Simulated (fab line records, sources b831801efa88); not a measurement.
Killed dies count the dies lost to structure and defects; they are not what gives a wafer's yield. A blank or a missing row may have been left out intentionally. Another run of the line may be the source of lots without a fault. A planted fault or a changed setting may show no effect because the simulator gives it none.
The tool behind it: which one?	flow gf180mcu	13 lots with 39 wafers sampled at 4 steps, on a route of 602 steps

## WHAT THE GAUGES READ, wafer by wafer
GF_V5_RS_MEAS_24: the measuring method here is four-point-probe. Usual: for V5_W_RS the level is 0.327 ohm/sq and the standard deviation is 0.0043.
lot	measured	on	V5_W_RS (ohm/sq)	flag
L464	day 27 01:41	film-metro-02	0.336 0.332 0.329	
L465	day 27 14:56	film-metro-03	0.333 0.327 0.333	
L467	day 28 07:42	film-metro-03	0.330 0.322 0.331	
L468	day 28 17:34	film-metro-01	0.330 0.331 0.324	
L469	day 28 18:27	film-metro-01	0.322 0.330 0.329	
L473	day 30 03:40	film-metro-03	0.318 0.328 0.327	
L475	day 30 15:37	film-metro-03	0.323 0.327 0.324	
L476	day 30 22:54	film-metro-02	0.321 0.320 0.326	
L481	day 32 08:01	film-metro-02	0.324 0.330 0.323	
L483	day 32 19:35	film-metro-02	0.325 0.334 0.333	
L485	day 33 04:56	film-metro-01	0.330 0.330 0.329	
L486	day 33 09:01	film-metro-02	0.327 0.326 0.329	
L487	day 33 15:50	film-metro-02	0.332 0.328 0.329	

GF_PASSIVATION_BOW_MEAS_14. Usual: for PASSIVATION_BOW the level is 134 um and the standard deviation is 9.8.
lot	measured	on	PASSIVATION_BOW (um)	flag
L464	day 28 21:04	film-metro-02	134 123 124	
L465	day 29 09:54	film-metro-01	122 117 117	
L467	day 30 01:10	film-metro-01	122 131 143	
L468	day 30 10:08	film-metro-04	136 134 129	
L469	day 30 11:38	film-metro-04	137 121 137	
L473	day 31 19:30	film-metro-04	130 104 109	
L475	day 32 06:07	film-metro-04	137 143 139	
L476	day 32 14:07	film-metro-04	139 146 129	
L481	day 33 19:56	film-metro-01	141 141 142	
L483	day 34 06:19	film-metro-02	133 138 136	
L485	day 34 15:24	film-metro-01	157 138 132	
L486	day 34 19:23	film-metro-02	149 154 143	
L487	day 35 01:22	film-metro-04	145 135 153	

## TOOL THAT RAN EACH LOT (tool first, then ch and the chambers of the sampled wafers, then the start)
lot	GF_POLY_GATE_ETCH_13	GF_TOP_METAL_SPUTTER_02
L464	rie-si-01 ch 1,2,3, day 9 05:13	pvd-sputter-01, day 27 02:17
L465	rie-si-01 ch 2,3, day 9 11:20	pvd-sputter-01, day 27 15:31
L467	rie-si-02 ch 1,2, day 10 01:49	pvd-sputter-04, day 28 08:19
L468	rie-si-01 ch 0,2,3, day 10 12:46	pvd-sputter-04, day 28 18:11
L469	rie-si-02 ch 0,1,3, day 10 13:53	pvd-sputter-03, day 28 19:04
L473	rie-si-02 ch 0,2,3, day 11 23:52	pvd-sputter-04, day 30 04:16
L475	rie-si-01 ch 1,2,3, day 12 13:04	pvd-sputter-04, day 30 16:24
L476	rie-si-02 ch 2,3, day 12 21:25	pvd-sputter-04, day 30 23:27
L481	rie-si-01 ch 1,3, day 14 05:31	pvd-sputter-01, day 32 08:37
L483	rie-si-01 ch 0,1,3, day 15 01:11	pvd-sputter-01, day 32 20:11
L485	rie-si-01 ch 0,1,2, day 15 12:29	pvd-sputter-03, day 33 05:33
L486	rie-si-01 ch 0,2, day 15 17:26	pvd-sputter-01, day 33 10:05
L487	rie-si-02 ch 0,2, day 16 04:02	pvd-sputter-04, day 33 16:26
- GF_POLY_GATE_ETCH_13: etches poly-Si in HBr/Cl2, stops on SiO2, target depth 198.5 nm, time 69.6 s.
- GF_TOP_METAL_SPUTTER_02: material AlCu, target thk 900 nm, time 47.82 s.

## WHAT THE TOOLS THEMSELVES READ (means of the sampled wafers that have a number; where no wafer has one, the mark that the record gives instead)
GF_POLY_GATE_ETCH_13. Usual: HBr_flow_sccm 150.0 sccm, standard deviation 0.48; bias-w 100.02 W, standard deviation 0.29; drypump-motor-current-A 5.5 A, standard deviation 0.35; oes-product-au 0.991 a.u., standard deviation 0.0088; throttle-valve-pct 33.686 %, standard deviation 0.0086.
lot	tool	HBr_flow_sccm (sccm)	bias-w (W)	drypump-motor-current-A (A)	oes-product-au (a.u.)	throttle-valve-pct (%)	flag
L464	rie-si-01	149.8	99.83	5.4	0.989	33.685	
L465	rie-si-01	150.0	99.95	5.3	0.993	33.688	
L467	rie-si-02	150.1	100.06	5.2	0.989	33.682	
L468	rie-si-01	150.2	100.22	5.5	1.003	33.686	
L469	rie-si-02	150.2	100.11	5.8	0.993	33.678	
L473	rie-si-02	149.6	100.32	5.7	0.994	33.687	
L475	rie-si-01	150.4	99.90	5.4	0.987	33.683	
L476	rie-si-02	149.6	100.43	5.3	0.991	33.670	
L481	rie-si-01	150.5	100.03	5.4	0.986	33.683	
L483	rie-si-01	150.0	100.02	5.5	0.981	33.692	
L485	rie-si-01	150.0	99.90	5.5	0.982	33.681	
L486	rie-si-01	150.1	100.18	5.6	0.989	33.686	
L487	rie-si-02	150.6	99.95	5.5	0.992	33.692	

GF_TOP_METAL_SPUTTER_02. Usual: substrate-temp-c 249.99 C, standard deviation 0.18; throttle-valve-pct 29.7 %, standard deviation 0.84.
lot	tool	substrate-temp-c (C)	throttle-valve-pct (%)	flag
L464	pvd-sputter-01	249.75	29.9	
L465	pvd-sputter-01	250.18	29.7	
L467	pvd-sputter-04	250.08	29.4	
L468	pvd-sputter-04	249.96	29.4	
L469	pvd-sputter-03	249.79	30.7	
L473	pvd-sputter-04	249.86	29.4	
L475	pvd-sputter-04	250.00	29.4	
L476	pvd-sputter-04	249.86	29.6	
L481	pvd-sputter-01	250.03	28.9	
L483	pvd-sputter-01	249.69	29.5	
L485	pvd-sputter-03	249.98	30.9	
L486	pvd-sputter-01	249.99	29.5	
L487	pvd-sputter-04	250.06	29.8	

## THE ANSWER, worked out from the rows above alone
Rule: a lot is off if the mean of its wafers that have a number lies more than 3 standard deviations from the usual mean. Also off: a lot with no number at a reading for which 4 or more lots have one. Any other lot the step has rows for is counted as sound. The gauges are gone through in route order, then the tools' own readings, and for those a lot's mean is taken as printed above. At the first step where some lot is off, the reading lying furthest off is the one used; lots without a number count as furthest.
None of the lots is off at any reading shown; this tells nothing.

## WHAT HAD BEEN PUT IN BY THE SIMULATOR
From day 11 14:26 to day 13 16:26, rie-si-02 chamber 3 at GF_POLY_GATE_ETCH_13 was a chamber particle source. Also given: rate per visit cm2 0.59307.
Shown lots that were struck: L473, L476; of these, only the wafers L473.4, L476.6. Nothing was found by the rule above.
